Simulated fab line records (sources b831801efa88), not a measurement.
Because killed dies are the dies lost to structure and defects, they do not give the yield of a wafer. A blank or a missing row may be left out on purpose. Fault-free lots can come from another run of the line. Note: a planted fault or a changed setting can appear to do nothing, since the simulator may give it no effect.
A lot that was struck, set against a sound lot    flow sky130    19 out of 708 route steps
Sound: wafers L640.1, L640.2, L640.4. The struck wafers were L651.2, L651.3, L651.4. Last of all comes the cause.
Per side, at each step with rows, come the tool, then ch with its chambers, and then its first start. Under that, the readings that differ: sound wafers    struck wafers    difference of the means    sigmas: that difference in standard deviations of wafers without a fault.
alike: readings whose means differ by less than 2 such deviations, and words and numbers that are the same on both sides. not compared: withheld readings, readings that some wafer has no value for, bounds like >300 that may hide the same value, and numbers for which the record gives no deviation and whose values overlap.
The two part at a step that has a row with sigmas, a row that says differs or no value, or rows on one side only. Numbers that don't overlap but have no deviation are shown without sigmas and don't part them. A reading that every wafer of one side lacks parts them only if that side has two wafers or more.

first, 4 steps without rows for these wafers: SKY_METAL1_STRIP_21 (strips in post etch residue remover, time 1200 s); SKY_METAL1_CLEAN_22 (cleans in IPA, time 180 s); SKY_METAL1_CLEAN_23 (cleans in O3/DIW); SKY_VIA1_HDPCVD_00 (deposits SiO2, target thk 1030 nm, time 171.7 s).
SKY_VIA1_THK_MEAS_01:
  struck on filmMetro-02, day 36 21:10; sound on filmMetro-02, day 33 13:32
  alike: VIA1_HDPCVD_THK
SKY_VIA1_CMP_02: polishes SiO2.
  sound on cmp-01 ch 1,2,3, day 33 13:35; struck on cmp-02 ch 0,1,3, day 36 21:13
  alike: motorCurrentA, slurryFlowMlMin
SKY_VIA1_BOW_MEAS_03:
  struck on filmMetro-04, day 36 21:32; sound on filmMetro-02, day 33 13:53
  alike: VIA1_BOW
then, 5 steps without rows for these wafers: SKY_VIA1_DEHYDRATE_04 (time 60 s); SKY_VIA1_HMDS_05 (prime time 60 s); SKY_VIA1_COAT_06 (resist thk 60 nm); SKY_VIA1_COAT_07 (resist thk 450 nm); SKY_VIA1_SOFTBAKE_08 (time 90 s).
SKY_VIA1_EXPOSE_09: exposes mask VIM, target cd 150 nm.
  sound on krfScanner-02 ch 0, day 34 03:36; struck on krfScanner-01 ch 0, day 37 10:26
reading                     sound                 struck             difference  sigmas
model.VIA1.overlayXNm (nm)  -3.311 -3.311 -3.311  18.51 18.51 18.51  +21.82      
  alike: mask, focusOffsetNm
then, 2 steps without rows for these wafers: SKY_VIA1_PEB_10; SKY_VIA1_DEVELOP_11 (develop time 60 s).
SKY_VIA1_CD_MEAS_12: target cd 150 nm.
  struck on cdSem-01, day 37 23:29; sound on cdSem-02, day 34 17:20
  alike: cdNm
SKY_VIA1_OVL_MEAS_13:
  struck on overlay-02, day 37 23:47; sound on overlay-01, day 34 17:28
reading        sound   struck    difference  sigmas
VIA1_OVL (nm)  -2 9 5  19 16 21  +15         +3
  not compared: hold
SKY_VIA1_ETCH_14: etches BARC in N2/H2, stops on SiO2, time 45.9 s, target depth 60 nm.
  sound on rieDiel-02 ch 0,1,2, day 34 17:29; struck on rieDiel-02 ch 1,2,3, day 38 02:31
reading  sound  struck                                                                   difference                    sigmas
hold     - - -  awaitDispo/2.7h/release awaitDispo/2.7h/release awaitDispo/2.7h/release  no value on the sound wafers  
  alike: drypumpMotorCurrentA, oesProductAu, throttleValvePct
  not compared: rfHoursCounterH
-- the record jumps here: 11 days lie between the struck wafers' starts before and after (it left off in module VIA1 and takes up again in module PAD_OPEN, whose first step shown is number 708 of the route) --
SKY_PAD_OPEN_PROBE_99:
  struck on prober-02, day 48 21:28; sound on prober-01, day 46 13:18
  alike: defectLimitedYield, killed_at_M0_to_M3, killed_at_M4_up, killedAtContacts, killedAtFrontEnd, killedAtOther, killedDies, killedOpen, killedShort, sort_bin_3_pad_short, sort_bin_5_function, sort_bin_6_memory, sortNPass, sortYieldPct

## WHERE THEY PART
First at SKY_VIA1_OVL_MEAS_13; last, within this record, at SKY_VIA1_ETCH_14. Later steps at which nothing parts them and some readings are alike: SKY_PAD_OPEN_PROBE_99.

WHY: what the simulator had put in
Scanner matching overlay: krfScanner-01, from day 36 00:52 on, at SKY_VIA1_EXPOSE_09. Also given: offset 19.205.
